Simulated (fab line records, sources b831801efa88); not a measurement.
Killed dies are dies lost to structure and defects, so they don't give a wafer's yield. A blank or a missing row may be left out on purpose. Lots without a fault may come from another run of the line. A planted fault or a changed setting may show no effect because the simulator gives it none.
A struck lot beside a sound one | flow sky130 | 44 steps out of a route of 708
Sound: wafers L960.1, L960.4, L960.5. Struck: wafers L981.1, L981.4, L981.5. The cause comes at the end.
At each step with rows: each side's tool, then ch and its chambers, then its first start. Under that, the readings that differ: sound wafers | struck wafers | difference of the means | sigmas: that difference in standard deviations of wafers without a fault.
alike: readings whose means differ by less than 2 such deviations, and words and numbers that are the same on both sides. not compared: withheld readings, readings that some wafer has no value for, bounds like >300 that may hide the same value, and numbers for which the record gives no deviation and whose values overlap.
The two part at a step that has a row with sigmas, a row that says differs or no value, or rows on one side only. Numbers that don't overlap but have no deviation are shown without sigmas and don't part them. A reading that every wafer of one side lacks parts them only if that side has two wafers or more.

first, 6 steps without rows for these wafers: SKY_SONOS_ONO_HMDS_07 (prime time 60 s); SKY_SONOS_ONO_COAT_08 (resist thk 1140 nm); SKY_SONOS_ONO_SOFTBAKE_09 (time 60 s); SKY_SONOS_ONO_EXPOSE_10 (exposes mask ONOM, target cd 410 nm); SKY_SONOS_ONO_PEB_11; SKY_SONOS_ONO_DEVELOP_12 (develop time 60 s).
SKY_SONOS_ONO_CD_MEAS_13: target cd 410 nm.
  sound on cd_sem-01, day 12 13:02; struck on cd_sem-02, day 19 18:56
  alike: cd_nm
SKY_SONOS_ONO_OVL_MEAS_14:
  sound on overlay-02, day 12 13:09; struck on overlay-01, day 19 19:03
  alike: SONOS_ONO_OVL
SKY_SONOS_ONO_ETCH_15: etches the open film in CHF3/O2, target depth 19.52 nm, time 7.8 s.
  sound on rie_diel-01 ch 1,2,3, day 12 13:11; struck on rie_diel-04 ch 0,1,2, day 19 19:05
  alike: drypump_motor_current_A, oes_product_au, throttle_valve_pct
  not compared: rf_hours_counter_h
then, 1 step without rows for these wafers: SKY_SONOS_ONO_WET_ETCH_16 (etches SiO2 in dHF, target depth 14 nm, time 280 s).
SKY_SONOS_ONO_STRIP_17: strips in O2/N2.
  sound on plasma_asher-04 ch 0,1, day 12 13:18; struck on plasma_asher-01 ch 0,1, day 19 19:11
  alike: drypump_motor_current_A, oes_product_au, strip_time_to_endpoint_s
  not compared: rf_hours_counter_h
then, 1 step without rows for these wafers: SKY_SONOS_ONO_WET_ETCH_18 (etches Si3N4 in H3PO4, target depth 15 nm, time 166.1 s).
SKY_GATE_OXIDE_CLEAN_00: cleans in SC1/SC2, time 150 s.
  sound on wet_bench-01 ch 2, day 12 13:27; struck on wet_bench-01 ch 3, day 19 19:21
  reading                                    | sound             | struck            | difference | sigmas
  run_length_s (s)                           | 177 177 177       | 69 69 69          | -108       | -28
  model.SiO2_of_SONOS_ONO_CVD_04.thk_nm (nm) | 4.906 4.828 4.866 | 5.472 5.538 5.568 | +0.659     |
then, 1 step without rows for these wafers: SKY_GATE_OXIDE_OXIDATION_01 (stabilise 600 s, purge 300 s, target thk 10.268 nm).
SKY_GATE_OXIDE_THK_MEAS_02:
  sound on film_metro-04, day 12 16:33; struck on film_metro-04, day 19 20:49
  alike: GATE_OXIDE_OXIDATION_00_THK
then, 7 steps without rows for these wafers: SKY_GATE_OXIDE_DEHYDRATE_03 (time 60 s); SKY_GATE_OXIDE_HMDS_04 (prime time 60 s); SKY_GATE_OXIDE_COAT_05 (resist thk 1140 nm); SKY_GATE_OXIDE_SOFTBAKE_06 (time 60 s); SKY_GATE_OXIDE_EXPOSE_07 (exposes mask LVOM, target cd 600 nm); SKY_GATE_OXIDE_PEB_08; SKY_GATE_OXIDE_DEVELOP_09 (develop time 60 s).
SKY_GATE_OXIDE_OVL_MEAS_10:
  sound on overlay-02, day 13 17:44; struck on overlay-02, day 21 03:11
  alike: GATE_OXIDE_OVL
then, 2 steps without rows for these wafers: SKY_GATE_OXIDE_IMPLANT_11; SKY_GATE_OXIDE_WET_ETCH_12 (etches SiO2 in dHF, target depth 16.8 nm, time 336 s).
SKY_GATE_OXIDE_STRIP_13: strips in O2/N2.
  sound on plasma_asher-04 ch 0,1, day 13 18:02; struck on plasma_asher-01 ch 0,1, day 21 03:29
  alike: drypump_motor_current_A, oes_product_au, strip_time_to_endpoint_s
  not compared: rf_hours_counter_h
SKY_GATE_OXIDE_TW_MEAS_14:
  sound on film_metro-02, day 13 18:08; struck on film_metro-02, day 21 03:35
  alike: GATE_OXIDE_TW
then, 3 steps without rows for these wafers: SKY_GATE_OXIDE_CLEAN_15 (cleans in SC1/SC2, time 150 s); SKY_GATE_OXIDE_OXIDATION_16 (stabilise 600 s, purge 300 s, target thk 3.57 nm); SKY_POLY_GATE_CVD_00 (deposits poly-Si, target thk 180 nm, time 720 s).
SKY_POLY_GATE_THK_MEAS_01:
  sound on film_metro-01, day 13 23:20; struck on film_metro-02, day 21 06:25
  alike: POLY_GATE_CVD_00_THK
then, 8 steps without rows for these wafers: SKY_RES_PROTECT_DEHYDRATE_00 (time 60 s); SKY_RES_PROTECT_HMDS_01 (prime time 60 s); SKY_RES_PROTECT_COAT_02 (resist thk 1140 nm); SKY_RES_PROTECT_SOFTBAKE_03 (time 60 s); SKY_RES_PROTECT_EXPOSE_04 (exposes mask RPM, target cd 1270 nm); SKY_RES_PROTECT_PEB_05; SKY_RES_PROTECT_DEVELOP_06 (develop time 60 s); SKY_POLY_GATE_IMPLANT_02.
SKY_RES_PROTECT_STRIP_07: strips in O2/N2.
  sound on plasma_asher-03 ch 0,1, day 15 00:32; struck on plasma_asher-03 ch 0,1, day 22 12:02
  alike: drypump_motor_current_A, oes_product_au, strip_time_to_endpoint_s
  not compared: rf_hours_counter_h
SKY_RES_PROTECT_TW_MEAS_08:
  sound on film_metro-03, day 15 00:38; struck on film_metro-01, day 22 12:08
  alike: POLY_GATE_TW
then, 1 step without rows for these wafers: SKY_RES_PROTECT_CLEAN_09 (cleans in SC1/SC2, time 150 s).
-- the record jumps here: 9 days lie between the struck wafers' starts before and after (it left off in module RES_PROTECT and takes up again in module POLY_CUT, whose first step shown is number 317 of the route) --
SKY_POLY_CUT_ETCH_10: etches BARC in N2/H2, stops on SiO2, time 47.51 s, target depth 60 nm.
  sound on rie_diel-01 ch 1,3, day 24 00:17; struck on rie_diel-01 ch 0,2, day 31 09:29
  reading                                    | sound             | struck            | difference | sigmas
  model.SiO2_of_SONOS_ONO_CVD_04.thk_nm (nm) | 4.159 4.079 4.115 | 4.728 4.794 4.821 | +0.663     |
  alike: drypump_motor_current_A, oes_product_au, throttle_valve_pct
  not compared: rf_hours_counter_h
-- the record jumps here: 19 days lie between the struck wafers' starts before and after (it left off in module POLY_CUT and takes up again in module PAD_OPEN, whose first step shown is number 708 of the route) --
SKY_PAD_OPEN_PROBE_99:
  sound on prober-01, day 45 15:59; struck on prober-02, day 50 09:16
  reading                                     | sound                | struck               | difference | sigmas
  model.etest.cap_thick_oxide.gate_bv_v (V)   | 15.08 15.03 15.21    | 14.11 13.32 13.36    | -1.51      |
  model.etest.cap_ono.gate_log10_a_cm2        | -8.143 -8.08 -8.023  | -8.813 -8.949 -8.842 | -0.786     |
  model.etest.cap_ono.gate_bv_v (V)           | 16.74 16.25 16.2     | 17 17.02 16.96       | +1         |
  model.etest.cap_ono.tox_acc_nm (nm)         | 13.09 13.01 12.92    | 13.48 13.67 13.61    | +0.58      |
  model.etest.sonos_programmed.off_log10_a_um | -13.88 -14.05 -13.97 | -13.75 -13.3 -13.63  | +0.41      |
  model.etest.sonos_programmed.vt_v (V)       | 1.386 1.435 1.419    | 1.123 1.023 1.064    | -0.343     |
  model.etest.sonos_erased.vt_v (V)           | -2.235 -2.211 -2.289 | -1.952 -1.916 -1.89  | +0.326     |
  model.etest.sonos_baked.vt_v (V)            | 0.901 0.9107 0.8958  | 0.7141 0.6735 0.6626 | -0.2191    |
  alike: killed_at_M0_to_M3, killed_at_M4_up, killed_at_contacts, killed_at_front_end, killed_at_other, killed_dies, killed_open, killed_short

WHERE THEY PART
Only at SKY_GATE_OXIDE_CLEAN_00, within this record. Later steps at which nothing parts them and some readings are alike: SKY_GATE_OXIDE_THK_MEAS_02, SKY_GATE_OXIDE_OVL_MEAS_10, SKY_GATE_OXIDE_STRIP_13, SKY_GATE_OXIDE_TW_MEAS_14, SKY_POLY_GATE_THK_MEAS_01, SKY_RES_PROTECT_STRIP_07, SKY_RES_PROTECT_TW_MEAS_08, SKY_POLY_CUT_ETCH_10, SKY_PAD_OPEN_PROBE_99.

WHY: what the simulator had put in
Process parameter drift: wet_bench-01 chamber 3, from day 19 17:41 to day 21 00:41, at SKY_GATE_OXIDE_CLEAN_00. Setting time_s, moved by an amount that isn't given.
